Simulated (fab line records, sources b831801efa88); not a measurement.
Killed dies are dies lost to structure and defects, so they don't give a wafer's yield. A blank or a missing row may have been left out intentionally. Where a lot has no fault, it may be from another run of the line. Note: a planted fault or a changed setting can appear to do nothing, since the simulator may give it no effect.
Matching of chambers || flow gf180mcu || GF_V4_ETCH_16 on rie diel-01: 4 sister chambers
The step etches BARC in N2/H2. 8 wafers are shown with their chamber, then 8 later ones without.

## WAFERS, EACH WITH ITS CHAMBER
{"wafer": "L080.1", "chamber": 2, "drypump motor current A (A)": 6.4, "oes product au (a.u.)": 0.849}
{"wafer": "L080.2", "chamber": 1, "drypump motor current A (A)": 4.9, "oes product au (a.u.)": 0.862}
{"wafer": "L080.5", "chamber": 0, "drypump motor current A (A)": 5.6, "oes product au (a.u.)": 0.856}
{"wafer": "L080.6", "chamber": 1, "drypump motor current A (A)": 4.9, "oes product au (a.u.)": 0.859}
{"wafer": "L083.2", "chamber": 0, "drypump motor current A (A)": 5.5, "oes product au (a.u.)": 0.862}
{"wafer": "L083.3", "chamber": 3, "drypump motor current A (A)": 5.4, "oes product au (a.u.)": 0.850}
{"wafer": "L083.4", "chamber": 2, "drypump motor current A (A)": 6.3, "oes product au (a.u.)": 0.856}
{"wafer": "L084.1", "chamber": 3, "drypump motor current A (A)": 5.4, "oes product au (a.u.)": 0.853}

## WAFERS WITHOUT THEIR CHAMBER
{"wafer": "L084.3", "drypump motor current A (A)": 5.5, "oes product au (a.u.)": 0.858}
{"wafer": "L084.5", "drypump motor current A (A)": 6.3, "oes product au (a.u.)": 0.859}
{"wafer": "L087.1", "drypump motor current A (A)": 4.9, "oes product au (a.u.)": 0.858}
{"wafer": "L087.3", "drypump motor current A (A)": 5.5, "oes product au (a.u.)": 0.851}
{"wafer": "L087.5", "drypump motor current A (A)": 5.0, "oes product au (a.u.)": 0.859}
{"wafer": "L089.1", "drypump motor current A (A)": 6.3, "oes product au (a.u.)": 0.862}
{"wafer": "L089.5", "drypump motor current A (A)": 4.9, "oes product au (a.u.)": 0.851}
{"wafer": "L089.6", "drypump motor current A (A)": 6.3, "oes product au (a.u.)": 0.849}

## EACH ONE'S CHAMBER
{"wafer": "L084.3", "from the rows above": "can't be placed: 0 or 3", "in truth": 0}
{"wafer": "L084.5", "from the rows above": 2, "in truth": 2}
{"wafer": "L087.1", "from the rows above": 1, "in truth": 1}
{"wafer": "L087.3", "from the rows above": "can't be placed: 3 or 0", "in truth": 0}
{"wafer": "L087.5", "from the rows above": 1, "in truth": 1}
{"wafer": "L089.1", "from the rows above": 2, "in truth": 2}
{"wafer": "L089.5", "from the rows above": 1, "in truth": 1}
{"wafer": "L089.6", "from the rows above": 2, "in truth": 2}
Correctly placed: 6 of 8. Not placeable from these rows: 2 (in 2, the candidates include the true chamber). Placed wrongly: 0.
How it was worked out, from the rows above alone: a wafer's distance from a chamber is the root of the sum, over the readings, of the square of ((its reading less the chamber's mean) divided by the reading's scatter). If the next closest chamber is less than 2 further off than the closest, the wafer can't be placed; otherwise it belongs to the closest. The mean given for a chamber averages the wafers shown for that chamber. The scatter is the square root of a quotient: the sum, over the shown wafers, of each reading's squared deviation from its chamber's mean, divided by wafers minus chambers.
